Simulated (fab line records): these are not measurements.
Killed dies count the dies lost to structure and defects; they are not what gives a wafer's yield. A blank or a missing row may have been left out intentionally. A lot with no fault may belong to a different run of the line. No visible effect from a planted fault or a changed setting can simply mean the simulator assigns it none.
2 desks, one fault | flow gf180mcu | only its own numbers are on each desk; what lay behind them is given at the end

== THE TOOL OWNER'S DESK: plasmaAsher-01 ==
The tool's own readings at GF_LVPWELL_STRIP_10 (strips in O2/N2): means of the sampled wafers that have a number, for each lot that ran on this tool. If a lot's mean is further than 4 standard deviations from the usual mean, the lot is out of limits and carries the mark OUT (the distance appears in the brackets).
Columns: A = drypumpMotorCurrentA at GF_LVPWELL_STRIP_10, usual 5.6 A; B = heaterPowerW at GF_LVPWELL_STRIP_10, usual 335 W; C = oesProductAu at GF_LVPWELL_STRIP_10, usual 0.722 a.u.; D = stripTimeToEndpointS at GF_LVPWELL_STRIP_10, usual 36.25 s
lot  | first seen here | A   | B   | C               | D
L911 | day 3 21:01     | 5.0 | 309 | 0.722           | 36.28
L918 | day 5 16:09     | 5.2 | 294 | 0.724           | 36.15
L919 | day 5 22:16     | 5.4 | 280 | 0.949 (+47) OUT | -
L928 | day 7 22:33     | 5.0 | 303 | 0.722           | 36.20
L930 | day 8 10:02     | 5.0 | 302 | 0.723           | 36.20
L931 | day 8 14:34     | 5.2 | 296 | 0.720           | 36.25
L934 | day 9 07:35     | 5.2 | 292 | 0.716           | 36.21
This desk's finding: out of limits on L919; first on L919, day 5 22:16 (oesProductAu at GF_LVPWELL_STRIP_10). L911, L918, L928, L930, L931, L934: within limits.

== FROM THE METROLOGY DESK ==
What the gauges read for every lot (on any tool): the sampled wafers with a number, averaged. If a lot's mean is further than 4 standard deviations from the usual mean, the lot is out of limits and carries the mark OUT (the distance appears in the brackets).
Columns: A = MVSD_TW at GF_MVSD_TW_MEAS_11, usual 1575; B = POLY_GATE_OXIDATION_THK at GF_POLY_GATE_THK_MEAS_17, usual 3.95 nm
lot  | first seen here | A                    | B
L911 | day 4 11:34     | 1568                 | 4.01
L912 | day 4 15:43     | 1576                 | 4.07
L913 | day 5 02:57     | 1582                 | 3.98
L915 | day 5 19:13     | 1579                 | 3.97
L918 | day 6 07:28     | 1580                 | 3.98
L917 | day 6 08:01     | 1582                 | 4.00
L919 | day 6 13:43     | 44 (-99 or more) OUT | 3.91
L927 | day 8 11:26     | 1572                 | 3.96
L928 | day 8 15:58     | 1579                 | 3.97
L930 | day 9 03:26     | 1573                 | 3.88
L931 | day 9 08:01     | 1568                 | 4.03
L932 | day 9 14:44     | 1565                 | 3.94
L934 | day 10 01:41    | 1567                 | 3.91
This desk's result: L919 out of limits, first on L919 (MVSD_TW at GF_MVSD_TW_MEAS_11), day 6 13:43. L911, L912, L913, L915, L918, L917, L927, L928, L930, L931, L932, L934: within limits.

== PUT TOGETHER ==
An alarm could have come from the tool owner's desk at day 5 22:16, on L919.
L919 would have let the metrology desk raise an alarm at day 6 13:43.
All the named lots went through GF_LVPWELL_STRIP_10 on plasmaAsher-01.

== WHAT HAD BEEN PUT IN BY THE SIMULATOR ==
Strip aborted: plasmaAsher-01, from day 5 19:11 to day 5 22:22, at GF_LVPWELL_STRIP_10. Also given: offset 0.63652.
Shown lots that were struck: L919.
Fault start to first reading out of limits, in hours, per desk: tool owner, 3; metrology, 19.
